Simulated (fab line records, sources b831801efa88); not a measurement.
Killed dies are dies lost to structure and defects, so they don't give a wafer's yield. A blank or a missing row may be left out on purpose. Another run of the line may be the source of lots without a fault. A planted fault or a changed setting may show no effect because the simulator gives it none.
fab line records | flow sky130
record: lots: 24 wafers: 72 lastDay: 50
route steps=708 shown CAPM@539 METAL3@569 VIA3@595 METAL4@599 METAL5@666 PASSIVATION@684
lots that met no fault: from a run of the same line without faults
startH: hours from the record's first day to the start of the lot's first wafer shown | waitH: how many hours have passed since the lot's step before this one | " as in the row above | L1.1+2: a row that stands for several wafers | - no value present, or no start provided | * or withheld: withheld | < > ~ a bound
route shown NAME@n: a module of which the file shows steps, and the number in the route of the first | usual: average and standard deviation across the fault-free wafers | same: alike in all rows | chamber/n: place in a boat | sites: the reading at each site | _std_site: the standard deviation of these | _edge_site: mean of outer sites minus mean of inner sites | radiusMm: for every site, how far away it sits from the centre of the wafer | mask NAME#n: copy n | behind: the last tool/chamber to shape the wafer | hold: what put the lot on hold/how long, in hours/how the hold closed | device: the transistor (n, p or np) that didn't switch | end of line: the route-end tests of the same wafers | a step with no rows: only its recipe | killed: dies lost to structure and defects at the first sort, not the wafer's yield | map: per-die view of a wafer (x killed, . not killed, _ where there is no die)
set.NAME: the run value of the setting; set.NAME@STEP: its run value at that earlier step | model.NAME: the simulator's own value behind a step, which no gauge read
one table for each step of the route and one row for each wafer, over a sample of lots
services: from which hour (startH, from the record's first day; less than 0 if before it) a tool's chamber was out of use, for how many hours, and why
== steps ==
step: SKY_CAPM_SPUTTER_02
recipe: material: TiN targetThkNm: 200 tempC: 300 powerW: 6500 timeS: 166.7 chamberPressurePa: 0.4
usual: cathodeDcPowerW: 6500.1/1.2 throttleValvePct: 29.4/0.82
columns lot.wafer tool chamber startH waitH cathodeDcPowerW throttleValvePct
L074.1 pvdSputter-02 - 855.92 0.1 6500.4 29.8
L074.4 " - " " 6499.4 29.4
L074.6 " - " " 6502.6 30.3
L075.1 pvdSputter-03 - 865.00 0.1 6499.3 29.6
L075.3 " - " " 6502.0 28.6
L075.5 " - " " 6500.0 29.7
L076.3 pvdSputter-04 - 870.66 0.0 6500.8 30.3
L076.4 " - " " 6501.7 29.0
L076.6 " - " " 6501.1 27.6
L077.1 pvdSputter-03 - 872.24 0.1 6500.7 29.8
L077.5 " - " " 6500.0 29.0
L077.6 " - " " 6499.7 29.4
L078.2 pvdSputter-03 - 881.38 0.0 6498.5 30.5
L078.3 " - " " 6497.1 28.8
L078.6 " - " " 6499.6 28.9
L079.3 pvdSputter-03 - 889.02 0.0 6500.6 29.1
L079.4 " - " " 6501.5 28.5
L079.5 " - " " 6499.7 29.4
L080.3 pvdSputter-03 - 897.20 0.0 6499.7 28.4
L080.5 " - " " 6500.9 28.8
L080.6 " - " " 6500.3 28.5
L081.2 pvdSputter-03 - 908.94 0.0 6499.6 29.7
L081.5 " - " " 6499.3 28.6
L081.6 " - " " 6498.7 30.0
L082.2 pvdSputter-03 - 915.03 0.0 6499.0 28.7
L082.4 " - " " 6501.2 29.0
L082.6 " - " " 6501.0 29.9
L083.1 pvdSputter-03 - 916.41 0.1 6499.5 29.7
L083.4 " - " " 6500.5 28.6
L083.6 " - " " 6500.0 30.8
L084.1 pvdSputter-03 - 925.49 0.1 6502.3 29.7
L084.2 " - " " 6501.7 29.2
L084.3 " - " " 6500.3 28.6
L085.1 pvdSputter-03 - 927.60 0.1 6500.4 30.5
L085.2 " - " " 6498.8 28.6
L085.6 " - " " 6502.2 28.6
L086.2 pvdSputter-04 - 942.77 0.0 6500.2 29.8
L086.4 " - " " 6499.0 30.4
L086.6 " - " " 6499.1 30.5
L087.2 pvdSputter-04 - 943.12 0.0 6500.3 30.2
L087.5 " - " " 6497.9 30.0
L087.6 " - " " 6502.4 30.5
L088.1 pvdSputter-03 - 950.24 0.1 6501.8 30.6
L088.2 " - " " 6499.2 28.7
L088.3 " - " " 6501.7 28.8
L089.4 pvdSputter-03 - 962.85 0.0 6502.1 28.8
L089.5 " - " " 6499.5 29.7
L089.6 " - " " 6499.7 30.5
L090.3 pvdSputter-03 - 970.19 0.0 6500.0 28.6
L090.5 " - " " 6500.2 30.6
L090.6 " - " " 6501.5 29.8
L091.1 pvdSputter-03 - 971.51 0.1 6499.5 30.9
L091.2 " - " " 6499.9 28.3
L091.3 " - " " 6501.3 28.6
L092.1 pvdSputter-03 - 973.10 0.1 6500.1 30.6
L092.2 " - " " 6500.1 28.5
L092.6 " - " " 6500.7 30.9
L093.1 pvdSputter-04 - 990.41 0.1 6500.3 29.9
L093.2 " - " " 6498.5 27.9
L093.6 " - " " 6501.9 29.9
L094.1 pvdSputter-03 - 993.37 0.1 6500.6 29.9
L094.2 " - " " 6498.8 28.4
L094.5 " - " " 6499.8 29.7
L095.1 pvdSputter-03 - 997.05 0.1 6499.9 30.3
L095.2 " - " " 6500.5 28.5
L095.5 " - " " 6501.2 29.8
L096.3 pvdSputter-03 - 1004.49 0.0 6498.3 30.9
L096.4 " - " " 6498.5 28.7
L096.6 " - " " 6500.9 28.8
L097.1 pvdSputter-03 - 1009.20 0.1 6500.6 29.0
L097.3 " - " " 6499.3 28.3
L097.5 " - " " 6500.1 28.6
step: SKY_METAL3_STRIP_19
recipe: chemistry: O2/N2 powerW: 1400 pressureMtorr: 1500 platenTempC: withheld o2FlowSccm: 3000 n2FlowSccm: 300 overashFraction: 0.5
usual: drypumpMotorCurrentA: 5.86/0.24 n2FlowSccm: 300.1/0.85 oesProductAu: 0.502/0.006 stripTimeToEndpointS: 6.53/0.094
columns lot.wafer tool chamber startH waitH drypumpMotorCurrentA n2FlowSccm oesProductAu rfHoursCounterH stripTimeToEndpointS
L074.1 plasmaAsher-01 1 907.92 0.1 5.99 299.6 0.499 49 6.57
L074.4 " 0 " " 5.43 300.0 0.507 - 6.67
L074.6 " 1 " " 6.01 300.4 0.502 - 6.45
L075.1 plasmaAsher-01 1 917.67 0.1 6.01 300.4 0.501 50 6.61
L075.3 " 1 " " 6.01 300.1 0.507 - 6.63
L075.5 " 1 " " 6.02 301.0 0.490 - 6.50
L076.3 plasmaAsher-04 0 922.15 0.1 5.71 300.9 0.496 - 6.55
L076.4 " 1 " " 5.84 299.9 0.496 - 6.41
L076.6 " 0 " " 5.72 300.8 0.506 - 6.67
L077.1 plasmaAsher-01 0 924.21 0.1 5.39 298.7 0.501 50 6.40
L077.5 " 1 " " 6.02 299.0 0.501 - 6.59
L077.6 " 0 " " 5.44 299.7 0.493 - 6.41
L078.2 plasmaAsher-01 1 932.12 0.1 6.01 299.9 0.488 51 6.41
L078.3 " 1 " " 6.00 299.1 0.509 - 6.56
L078.6 " 1 " " 5.99 299.1 0.494 - 6.42
L079.3 plasmaAsher-04 1 939.56 0.1 5.84 299.4 0.499 - 6.53
L079.4 " 0 " " 5.72 298.5 0.492 - 6.40
L079.5 " 0 " " 5.71 299.1 0.504 - 6.57
L080.3 plasmaAsher-04 0 947.99 0.1 5.72 300.0 0.503 - 6.57
L080.5 " 1 " " 5.87 297.9 0.510 - 6.62
L080.6 " 0 " " 5.69 300.2 0.499 - 6.53
L081.2 plasmaAsher-04 1 959.12 0.1 5.85 301.2 0.501 82 6.59
L081.5 " 0 " " 5.69 299.9 0.502 - 6.56
L081.6 " 1 " " 5.88 300.2 0.504 - 6.70
L082.2 plasmaAsher-03 0 965.00 0.2 5.98 300.0 0.496 114 6.39
L082.4 " 1 " " 6.20 299.5 0.493 - 6.43
L082.6 " 0 " " 5.98 300.6 0.500 - 6.39
L083.1 plasmaAsher-04 0 966.27 0.1 5.73 300.0 0.517 83 6.61
L083.4 " 1 " " 5.87 300.1 0.500 - 6.66
L083.6 " 1 " " 5.87 300.9 0.506 - 6.54
L084.1 plasmaAsher-03 0 975.64 0.1 5.95 300.3 0.510 115 6.61
L084.2 " 1 " " 6.23 301.8 0.497 115 6.46
L084.3 " 0 " " 5.94 300.8 0.504 - 6.58
L085.1 plasmaAsher-03 0 977.26 0.1 5.94 301.2 0.506 115 6.61
L085.2 " 1 " " 6.19 300.0 0.487 115 6.49
L085.6 " 0 " " 5.96 300.4 0.499 - 6.54
L086.2 plasmaAsher-04 0 991.23 0.1 5.70 301.5 0.505 85 6.52
L086.4 " 1 " " 5.84 299.1 0.500 - 6.58
L086.6 " 0 " " 5.70 302.3 0.495 - 6.42
L087.2 plasmaAsher-03 1 992.26 0.1 6.20 298.1 0.501 116 6.54
L087.5 " 0 " " 5.96 299.2 0.508 - 6.53
L087.6 " 1 " " 6.20 299.5 0.510 - 6.40
L088.1 plasmaAsher-01 1 999.62 0.1 6.02 299.1 0.501 58 6.49
L088.2 " 0 " " 5.44 299.8 0.502 58 6.66
L088.3 " 0 " " 5.42 300.2 0.500 - 6.45
L089.4 plasmaAsher-03 1 1011.31 0.1 6.23 300.1 0.503 - 6.65
L089.5 " 1 " " 6.21 299.4 0.515 - 6.67
L089.6 " 0 " " 5.95 300.9 0.495 - 6.42
L090.3 plasmaAsher-03 0 1018.71 0.1 5.96 299.4 0.503 - 6.62
L090.5 " 1 " " 6.19 300.5 0.503 - 6.47
L090.6 " 0 " " 5.97 299.1 0.513 - 6.65
L091.1 plasmaAsher-01 1 1019.82 0.1 6.02 299.3 0.497 59 6.49
L091.2 " 0 " " 5.42 300.7 0.497 59 6.34
L091.3 " 1 " " 6.00 300.8 0.498 - 6.53
L092.1 plasmaAsher-04 1 1021.12 0.1 5.84 301.9 0.506 88 6.60
L092.2 " 0 " " 5.67 300.4 0.502 88 6.40
L092.6 " 0 " " 5.67 300.0 0.502 - 6.56
L093.1 plasmaAsher-04 0 1036.77 0.1 5.68 300.3 0.520 89 6.68
L093.2 " 1 " " 5.85 299.3 0.500 89 6.49
L093.6 " 0 " " 5.66 299.9 0.511 - 6.63
L094.1 plasmaAsher-04 1 1041.01 0.1 5.85 299.1 0.509 90 6.72
L094.2 " 0 " " 5.69 300.9 0.505 90 6.63
L094.5 " 0 " " 5.68 300.8 0.505 - 6.68
L095.1 plasmaAsher-01 0 1044.36 0.1 5.39 301.1 0.499 62 6.55
L095.2 " 1 " " 6.01 300.9 0.500 62 6.56
L095.5 " 1 " " 6.01 300.5 0.501 - 6.57
L096.3 plasmaAsher-03 1 1050.61 0.1 6.20 299.2 0.504 - 6.63
L096.4 " 0 " " 5.95 300.5 0.499 - 6.68
L096.6 " 1 " " 6.20 299.6 0.507 - 6.56
L097.1 plasmaAsher-03 1 1055.17 0.1 6.21 300.2 0.508 123 6.58
L097.3 " 1 " " 6.22 299.1 0.501 - 6.42
L097.5 " 1 " " 6.23 299.4 0.496 - 6.52
step: SKY_VIA3_RS_MEAS_22
recipe: thkMeasGauge: four-point-probe reads: W_of_VIA3_CVD_21+TiN_of_VIA3_SPUTTER_20
usual: VIA3_W_RS: 0.295/0.0049
columns lot.wafer tool chamber startH waitH VIA3_W_RS[ohm/sq]
L074.1 filmMetro-04 - 935.06 0.1 0.291
L074.4 " - " " 0.293
L074.6 " - " " 0.293
L075.1 filmMetro-01 - 944.23 0.1 0.298
L075.3 " - " " 0.291
L075.5 " - " " 0.294
L076.3 filmMetro-04 - 948.30 0.1 0.300
L076.4 " - " " 0.298
L076.6 " - " " 0.301
L077.1 filmMetro-03 - 950.54 0.1 0.292
L077.5 " - " " 0.290
L077.6 " - " " 0.287
L078.2 filmMetro-03 - 958.58 0.1 0.304
L078.3 " - " " 0.302
L078.6 " - " " 0.297
L079.3 filmMetro-01 - 966.14 0.1 0.287
L079.4 " - " " 0.292
L079.5 " - " " 0.285
L080.3 filmMetro-01 - 974.55 0.1 0.294
L080.5 " - " " 0.289
L080.6 " - " " 0.298
L081.2 filmMetro-04 - 985.58 0.1 0.297
L081.5 " - " " 0.299
L081.6 " - " " 0.294
L082.2 filmMetro-01 - 991.09 0.1 0.297
L082.4 " - " " 0.297
L082.6 " - " " 0.294
L083.1 filmMetro-04 - 992.31 0.1 0.292
L083.4 " - " " 0.292
L083.6 " - " " 0.290
L084.1 filmMetro-03 - 1002.06 0.1 0.296
L084.2 " - " " 0.299
L084.3 " - " " 0.301
L085.1 filmMetro-04 - 1003.21 0.1 0.298
L085.2 " - " " 0.302
L085.6 " - " " 0.300
L086.2 filmMetro-03 - 1016.53 0.1 0.300
L086.4 " - " " 0.300
L086.6 " - " " 0.299
L087.2 filmMetro-03 - 1017.65 0.1 0.290
L087.5 " - " " 0.294
L087.6 " - " " 0.287
L088.1 filmMetro-04 - 1024.67 0.1 0.296
L088.2 " - " " 0.297
L088.3 " - " " 0.295
L089.4 filmMetro-01 - 1036.48 0.1 0.291
L089.5 " - " " 0.291
L089.6 " - " " 0.286
L090.3 filmMetro-03 - 1042.39 0.1 0.292
L090.5 " - " " 0.298
L090.6 " - " " 0.291
L091.1 filmMetro-03 - 1045.35 0.1 0.302
L091.2 " - " " 0.301
L091.3 " - " " 0.297
L092.1 filmMetro-03 - 1045.62 0.1 0.291
L092.2 " - " " 0.295
L092.6 " - " " 0.290
L093.1 filmMetro-01 - 1060.71 0.1 0.298
L093.2 " - " " 0.295
L093.6 " - " " 0.296
L094.1 filmMetro-03 - 1065.21 0.1 0.296
L094.2 " - " " 0.297
L094.5 " - " " 0.296
L095.1 filmMetro-03 - 1068.37 0.1 0.295
L095.2 " - " " 0.293
L095.5 " - " " 0.297
L096.3 filmMetro-03 - 1073.95 0.1 0.291
L096.4 " - " " 0.292
L096.6 " - " " 0.294
L097.1 filmMetro-01 - 1079.10 0.1 0.302
L097.3 " - " " 0.292
L097.5 " - " " 0.293
step: SKY_METAL4_SPUTTER_01
recipe: material: TiN targetThkNm: 20 powerW: 6500 timeS: 16.7 chamberPressurePa: 0.4
usual: cathodeDcPowerW: 6500.2/1.3 throttleValvePct: 29.4/0.84
columns lot.wafer tool chamber startH waitH cathodeDcPowerW throttleValvePct
L074.1 pvdSputter-04 - 935.57 0.0 6499.1 27.8
L074.4 " - " " 6500.1 30.3
L074.6 " - " " 6499.3 29.8
L075.1 pvdSputter-03 - 944.73 0.0 6500.4 28.7
L075.3 " - " " 6499.9 29.1
L075.5 " - " " 6501.0 28.7
L076.3 pvdSputter-04 - 948.76 0.0 6500.4 30.0
L076.4 " - " " 6501.6 29.3
L076.6 " - " " 6499.9 30.2
L077.1 pvdSputter-04 - 951.04 0.0 6501.0 30.4
L077.5 " - " " 6496.8 29.9
L077.6 " - " " 6501.4 30.4
L078.2 pvdSputter-03 - 959.06 0.0 6499.5 30.8
L078.3 " - " " 6499.4 29.7
L078.6 " - " " 6502.3 28.5
L079.3 pvdSputter-03 - 966.60 0.0 6501.2 28.4
L079.4 " - " " 6498.8 30.7
L079.5 " - " " 6498.5 28.3
L080.3 pvdSputter-03 - 975.01 0.0 6500.7 28.9
L080.5 " - " " 6499.8 30.4
L080.6 " - " " 6499.2 28.6
L081.2 pvdSputter-04 - 986.29 0.0 6502.0 30.0
L081.5 " - " " 6500.0 28.0
L081.6 " - " " 6501.1 30.5
L082.2 pvdSputter-03 - 991.57 0.0 6500.5 28.9
L082.4 " - " " 6501.3 28.6
L082.6 " - " " 6500.2 28.8
L083.1 pvdSputter-04 - 992.82 0.0 6500.6 29.0
L083.4 " - " " 6499.1 30.4
L083.6 " - " " 6502.0 28.8
L084.1 pvdSputter-04 - 1002.56 0.0 6500.7 29.0
L084.2 " - " " 6500.7 30.5
L084.3 " - " " 6500.1 27.8
L085.1 pvdSputter-03 - 1003.71 0.0 6499.5 29.8
L085.2 " - " " 6500.5 28.6
L085.6 " - " " 6501.4 28.5
L086.2 pvdSputter-03 - 1017.01 0.0 6498.7 30.0
L086.4 " - " " 6501.3 28.9
L086.6 " - " " 6500.5 28.4
L087.2 pvdSputter-04 - 1018.13 0.0 6499.7 30.2
L087.5 " - " " 6498.6 29.9
L087.6 " - " " 6500.6 30.5
L088.1 pvdSputter-01 - 1025.18 0.0 6501.0 28.9
L088.2 " - " " 6500.3 28.9
L088.3 " - " " 6499.9 30.1
L089.4 pvdSputter-01 - 1037.19 0.0 6501.8 28.6
L089.5 " - " " 6498.3 30.1
L089.6 " - " " 6500.0 29.9
L090.3 pvdSputter-01 - 1042.98 0.0 6499.9 29.0
L090.5 " - " " 6499.3 30.0
L090.6 " - " " 6500.6 30.1
L091.1 pvdSputter-04 - 1045.85 0.0 6500.2 30.4
L091.2 " - " " 6500.2 29.1
L091.3 " - " " 6499.7 29.7
L092.1 pvdSputter-04 - 1046.12 0.0 6500.4 29.1
L092.2 " - " " 6500.5 29.8
L092.6 " - " " 6499.2 29.1
L093.1 pvdSputter-04 - 1061.21 0.0 6502.6 28.1
L093.2 " - " " 6500.7 30.4
L093.6 " - " " 6497.5 30.3
L094.1 pvdSputter-04 - 1065.71 0.0 6502.8 30.0
L094.2 " - " " 6501.1 28.0
L094.5 " - " " 6499.1 30.5
L095.1 pvdSputter-04 - 1068.88 0.0 6497.7 30.2
L095.2 " - " " 6500.3 29.9
L095.5 " - " " 6502.9 29.8
L096.3 pvdSputter-04 - 1074.41 0.0 6500.1 29.0
L096.4 " - " " 6500.6 27.9
L096.6 " - " " 6498.1 29.3
L097.1 pvdSputter-01 - 1079.60 0.0 6499.0 30.1
L097.3 " - " " 6500.6 29.3
L097.5 " - " " 6501.9 30.2
step: SKY_METAL5_RS_MEAS_05
recipe: thkMeasGauge: four-point-probe reads: TiN_of_METAL5_SPUTTER_04+Ti_of_METAL5_SPUTTER_03+AlCu_of_METAL5_SPUTTER_02+TiN_of_METAL5_SPUTTER_01+Ti_of_METAL5_SPUTTER_00
usual: METAL5_ALCU_RS: 0.0270/0.0003
columns lot.wafer tool chamber startH waitH METAL5_ALCU_RS[ohm/sq]
L074.1 filmMetro-02 - 1011.28 0.0 0.0268
L074.4 " - " " 0.0270
L074.6 " - " " 0.0270
L075.1 filmMetro-04 - 1020.25 0.0 0.0272
L075.3 " - " " 0.0270
L075.5 " - " " 0.0273
L076.3 filmMetro-03 - 1023.59 0.1 0.0267
L076.4 " - " " 0.0267
L076.6 " - " " 0.0267
L077.1 filmMetro-02 - 1025.58 0.0 0.0271
L077.5 " - " " 0.0272
L077.6 " - " " 0.0270
L078.2 filmMetro-03 - 1032.02 0.0 0.0270
L078.3 " - " " 0.0271
L078.6 " - " " 0.0270
L079.3 filmMetro-02 - 1040.32 0.1 0.0272
L079.4 " - " " 0.0270
L079.5 " - " " 0.0274
L080.3 filmMetro-02 - 1047.85 0.1 0.0275
L080.5 " - " " 0.0270
L080.6 " - " " 0.0274
L081.2 filmMetro-04 - 1058.35 0.0 0.0268
L081.5 " - " " 0.0269
L081.6 " - " " 0.0270
L082.2 filmMetro-02 - 1062.51 0.0 0.0273
L082.4 " - " " 0.0275
L082.6 " - " " 0.0276
L083.1 filmMetro-02 - 1064.99 0.0 0.0270
L083.4 " - " " 0.0272
L083.6 " - " " 0.0271
L084.1 filmMetro-02 - 1072.48 0.0 0.0273
L084.2 " - " " 0.0269
L084.3 " - " " 0.0274
L085.1 filmMetro-02 - 1074.12 0.0 0.0270
L085.2 " - " " 0.0271
L085.6 " - " " 0.0270
L086.2 filmMetro-02 - 1087.40 0.0 0.0271
L086.4 " - " " 0.0272
L086.6 " - " " 0.0273
L087.2 filmMetro-03 - 1088.60 0.0 0.0261
L087.5 " - " " 0.0264
L087.6 " - " " 0.0262
L088.1 filmMetro-03 - 1093.14 0.0 0.0270
L088.2 " - " " 0.0268
L088.3 " - " " 0.0268
L089.4 filmMetro-02 - 1104.04 0.1 0.0264
L089.5 " - " " 0.0262
L089.6 " - " " 0.0263
L090.3 filmMetro-04 - 1109.97 0.1 0.0270
L090.5 " - " " 0.0271
L090.6 " - " " 0.0268
L091.1 filmMetro-04 - 1112.59 0.0 0.0269
L091.2 " - " " 0.0272
L091.3 " - " " 0.0268
L092.1 filmMetro-03 - 1113.52 0.0 0.0269
L092.2 " - " " 0.0270
L092.6 " - " " 0.0270
L093.1 filmMetro-04 - 1125.55 0.0 0.0273
L093.2 " - " " 0.0275
L093.6 " - " " 0.0272
L094.1 filmMetro-02 - 1131.53 0.0 0.0269
L094.2 " - " " 0.0267
L094.5 " - " " 0.0269
L095.1 filmMetro-03 - 1133.78 0.0 0.0271
L095.2 " - " " 0.0268
L095.5 " - " " 0.0265
L096.3 filmMetro-02 - 1139.54 0.1 0.0270
L096.4 " - " " 0.0269
L096.6 " - " " 0.0270
L097.1 filmMetro-02 - 1141.83 0.0 0.0270
L097.3 " - " " 0.0269
L097.5 " - " " 0.0267
step: SKY_PASSIVATION_THK_MEAS_03
recipe: reads: Si3N4_of_PASSIVATION_CVD_02
usual: PASSIVATION_CVD_02_THK: 539/7.1
columns lot.wafer tool chamber startH waitH PASSIVATION_CVD_02_THK[nm]
L074.1 filmMetro-04 - 1034.98 - 541
L074.4 " - " " 542
L074.6 " - " " 541
L075.1 filmMetro-01 - 1044.24 - 526
L075.3 " - " " 530
L075.5 " - " " 527
L076.3 filmMetro-03 - 1047.15 - 537
L076.4 " - " " 547
L076.6 " - " " 544
L077.1 filmMetro-03 - 1049.15 - 526
L077.5 " - " " 531
L077.6 " - " " 546
L078.2 filmMetro-04 - 1055.75 - 534
L078.3 " - " " 547
L078.6 " - " " 541
L079.3 filmMetro-04 - 1062.41 - 539
L079.4 " - " " 549
L079.5 " - " " 551
L080.3 filmMetro-01 - 1070.51 - 545
L080.5 " - " " 542
L080.6 " - " " 546
L081.2 filmMetro-03 - 1080.89 - 536
L081.5 " - " " 545
L081.6 " - " " 546
L082.2 filmMetro-01 - 1085.10 - 536
L082.4 " - " " 545
L082.6 " - " " 542
L083.1 filmMetro-03 - 1087.11 - 523
L083.4 " - " " 535
L083.6 " - " " 535
L084.1 filmMetro-01 - 1094.49 - 546
L084.2 " - " " 540
L084.3 " - " " 547
L085.1 filmMetro-04 - 1096.39 - 534
L085.2 " - " " 534
L085.6 " - " " 546
L086.2 filmMetro-03 - 1108.40 - 533
L086.4 " - " " 537
L086.6 " - " " 539
L087.2 filmMetro-01 - 1110.33 - 534
L087.5 " - " " 545
L087.6 " - " " 544
L088.1 filmMetro-03 - 1114.01 - 533
L088.2 " - " " 539
L088.3 " - " " 540
L089.4 filmMetro-04 - 1124.52 - 544
L089.5 " - " " 545
L089.6 " - " " 547
L090.3 filmMetro-03 - 1130.51 - 525
L090.5 " - " " 539
L090.6 " - " " 533
L091.1 filmMetro-01 - 1132.94 - 536
L091.2 " - " " 529
L091.3 " - " " 535
L092.1 filmMetro-01 - 1134.61 - 531
L092.2 " - " " 528
L092.6 " - " " 540
L093.1 filmMetro-01 - 1146.17 - 531
L093.2 " - " " 530
L093.6 " - " " 541
L094.1 filmMetro-04 - 1151.11 - 529
L094.2 " - " " 530
L094.5 " - " " 535
L095.1 filmMetro-04 - 1153.17 - 530
L095.2 " - " " 533
L095.5 " - " " 539
L096.3 filmMetro-03 - 1158.03 - 538
L096.4 " - " " 548
L096.6 " - " " 544
L097.1 filmMetro-04 - 1160.31 - 534
L097.3 " - " " 546
L097.5 " - " " 553
== services ==
columns tool chamber startH hours kind
pvdSputter-01 - 833.08 3.0 repair
pvdSputter-04 0 897.12 - consumableReplace:kit
pvdSputter-04 0 897.12 18.0 scheduledDown
pvdSputter-04 0 897.12 18.0 ventCycle
pvdSputter-04 - 900.39 18.2 repair
pvdSputter-02 - 942.36 10.4 repair
pvdSputter-01 3 943.44 - consumableReplace:kit
pvdSputter-01 3 943.44 18.0 scheduledDown
pvdSputter-01 3 943.44 18.0 ventCycle
pvdSputter-04 - 957.31 26.4 repair
plasmaAsher-01 - 1006.28 4.5 repair
plasmaAsher-04 - 1010.13 7.4 repair
pvdSputter-03 - 1023.47 59.0 repair
pvdSputter-04 - 1033.29 4.7 repair
plasmaAsher-04 - 1047.07 5.6 repair
plasmaAsher-03 - 1055.27 9.0 pm
plasmaAsher-03 0 1055.27 9.0 ventCycle
plasmaAsher-03 1 1055.27 9.0 ventCycle
plasmaAsher-03 0 1064.27 - clean
plasmaAsher-03 1 1064.27 - clean
plasmaAsher-03 - 1071.02 1.8 repair
pvdSputter-01 2 1071.74 - consumableReplace:kit
pvdSputter-01 2 1071.74 18.0 scheduledDown
pvdSputter-01 2 1071.74 18.0 ventCycle
== key ==
fault none
